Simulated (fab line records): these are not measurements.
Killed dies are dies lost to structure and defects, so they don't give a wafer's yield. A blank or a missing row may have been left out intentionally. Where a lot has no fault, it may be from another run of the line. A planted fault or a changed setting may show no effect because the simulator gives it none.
Chamber matching :: flow sky130 :: SKY_CONTACT_ETCH_17 on rie-diel-03: 4 sister chambers
The step etches SiO2 in C4F8/O2/Ar, stops on Si3N4, target depth 340 nm. 4 wafers are shown with their chamber, then 7 later ones without.

EACH WAFER AND ITS CHAMBER
wafer: L080.5
chamber: 3
rf-fwd-power-W (W): 1482

wafer: L085.5
chamber: 2
rf-fwd-power-W (W): 1495

wafer: L091.1
chamber: 1
rf-fwd-power-W (W): 1482

wafer: L091.3
chamber: 0
rf-fwd-power-W (W): 1482

WAFERS WHOSE CHAMBER IS MISSING
wafer: L091.4
rf-fwd-power-W (W): 1485

wafer: L095.4
rf-fwd-power-W (W): 1486

wafer: L095.5
rf-fwd-power-W (W): 1486

wafer: L095.6
rf-fwd-power-W (W): 1482

wafer: L096.1
rf-fwd-power-W (W): 1485

wafer: L096.3
rf-fwd-power-W (W): 1484

wafer: L096.4
rf-fwd-power-W (W): 1479

THE CHAMBER EACH PASSED THROUGH
wafer: L091.4
from the rows above: can't be placed: 0 or 1 or 3
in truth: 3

wafer: L095.4
from the rows above: can't be placed: 0 or 1 or 3 or 2
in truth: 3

wafer: L095.5
from the rows above: can't be placed: 0 or 1 or 3 or 2
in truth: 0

wafer: L095.6
from the rows above: can't be placed: 0 or 1 or 3
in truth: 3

wafer: L096.1
from the rows above: can't be placed: 0 or 1 or 3
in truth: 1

wafer: L096.3
from the rows above: can't be placed: 0 or 1 or 3
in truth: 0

wafer: L096.4
from the rows above: can't be placed: 0 or 1 or 3
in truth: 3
Correct placement for 0 of the 7. Not placeable from these rows: 7 (in 7, the candidates include the true chamber). Placed wrongly: 0.
How it was worked out, from the rows above alone: a wafer's distance from a chamber is the root of the sum, over the readings, of the square of ((its reading less the chamber's mean) divided by the reading's scatter). If the next closest chamber is less than 2 further off than the closest, the wafer can't be placed; otherwise it belongs to the closest. A chamber's mean is the mean of its shown wafers. The scatter (one wafer shown for each chamber): square how far every hidden wafer sits from the nearest shown wafer, average those squares and take the square root.
